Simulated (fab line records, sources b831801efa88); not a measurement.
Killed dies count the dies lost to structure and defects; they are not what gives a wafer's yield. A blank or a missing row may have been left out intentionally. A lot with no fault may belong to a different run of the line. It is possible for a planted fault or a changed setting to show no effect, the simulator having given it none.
A struck lot beside a sound one + flow gf180mcu + 17 steps out of a route of 602
Sound: wafers L168.2, L168.3, L168.6. Wafers L161.3, L161.5, L161.6 were the ones struck. The cause is named last.
For every step that has rows: the tool of each side, followed by ch and its chambers, followed by its first start. Under that, the readings that differ: sound wafers + struck wafers + difference of the means + sigmas: that difference in standard deviations of wafers without a fault.
alike: readings with means less than 2 such deviations apart, plus words and numbers identical on both sides. not compared: withheld readings, readings lacking a value on some wafer, bounds such as >300 that could conceal the same value, and numbers that have no deviation in the record and whose values overlap.
The two part at a step that has a row with sigmas, a row that says differs or no value, or rows on one side only. Numbers that have no deviation but don't overlap get no sigmas and don't part them. Lack of a reading on every wafer of one side parts them only where that side has two or more wafers.

first, 4 steps without rows for these wafers: GF_M3_SOFTBAKE_10 (time 60 s); GF_M3_EXPOSE_11 (exposes mask Metal3, target cd 280 nm); GF_M3_PEB_12 (peb time 90 s); GF_M3_DEVELOP_13 (develop time 60 s).
GF_M3_CD_MEAS_14: the cd target is 280 nm.
  sound: cd_sem-02 at day 27 07:48; struck: cd_sem-01 at day 25 02:02
  alike: cd_nm
GF_M3_OVL_MEAS_15:
  sound: overlay-02 at day 27 07:54; struck: overlay-02 at day 25 02:08
  alike: M3_OVL
GF_M3_METAL_ETCH_16: etches the open film in Cl2/BCl3, stops on SiO2, target depth 750.8 nm, time 125.1 s.
  sound on rie_metal-03 ch 0,1, day 27 07:56; struck on rie_metal-02 ch 0,1, day 25 02:12
  alike: bcl3_flow_sccm, drypump_motor_current_A, oes_product_au, throttle_valve_pct
  not compared: rf_hours_counter_h
GF_M3_STRIP_17: strips in O2/N2.
  sound on plasma_asher-01 ch 0,1, day 27 08:04; struck on plasma_asher-03 ch 0,1, day 25 02:19
  alike: drypump_motor_current_A, heater_power_w, o2_flow_sccm, oes_product_au, strip_time_to_endpoint_s
  not compared: rf_hours_counter_h
then, 3 steps without rows for these wafers: GF_M3_STRIP_18 (strips in post etch residue remover, time 1200 s); GF_M3_CLEAN_19 (cleans in DIW); GF_V3_CVD_00 (deposits SiO2, target thk 600 nm, time 100 s).
GF_V3_THK_MEAS_01:
  sound: film_metro-04 at day 27 08:41; struck: film_metro-03 at day 25 03:16
  alike: V3_CVD_00_THK
GF_V3_CVD_02: deposits SiO2 from TEOS, target thk 850 nm, time 94.851 s.
  sound on pecvd-02 ch 1,2, day 27 08:44; struck on pecvd-04 ch 0,2, day 25 03:18
| reading                             | sound             | struck         | difference | sigmas |
|-------------------------------------|-------------------|----------------|------------|--------|
| model.SiO2_of_V3_CVD_02.thk_nm (nm) | 854.1 840.1 853.2 | 1479 1491 1507 | +643       |        |
  alike: heater_power_w
  not compared: since_wet_clean_h
GF_V3_THK_MEAS_03:
  sound: film_metro-01 at day 27 08:49; struck: film_metro-01 at day 25 03:23
| reading            | sound       | struck         | difference | sigmas |
|--------------------|-------------|----------------|------------|--------|
| V3_CVD_02_THK (nm) | 854 840 853 | 1480 1490 1506 | +643       | +58    |
GF_V3_CMP_04: polishes SiO2.
  sound on cmp-01 ch 0,1,2, day 27 08:55; struck on cmp-02 ch 1,2, day 25 03:26
| reading                | sound    | struck      | difference | sigmas |
|------------------------|----------|-------------|------------|--------|
| time_to_endpoint_s (s) | 84 77 82 | 305 309 320 | +230       | +45    |
  alike: edge_zone_pressure_frac, motor_current_A, slurry_filter_dp_kPa
GF_V3_BOW_MEAS_05:
  sound: film_metro-04 at day 27 09:11; struck: film_metro-04 at day 25 03:46
  alike: V3_BOW
GF_PASSIVATION_PROBE_99:
  rows exist in the record for the sound wafers here (prober-01, day 33 20:55), none for the struck ones

## WHERE THEY PART
Last at GF_PASSIVATION_PROBE_99 as far as this record goes, first at GF_V3_THK_MEAS_03.

WHY: what the simulator had put in
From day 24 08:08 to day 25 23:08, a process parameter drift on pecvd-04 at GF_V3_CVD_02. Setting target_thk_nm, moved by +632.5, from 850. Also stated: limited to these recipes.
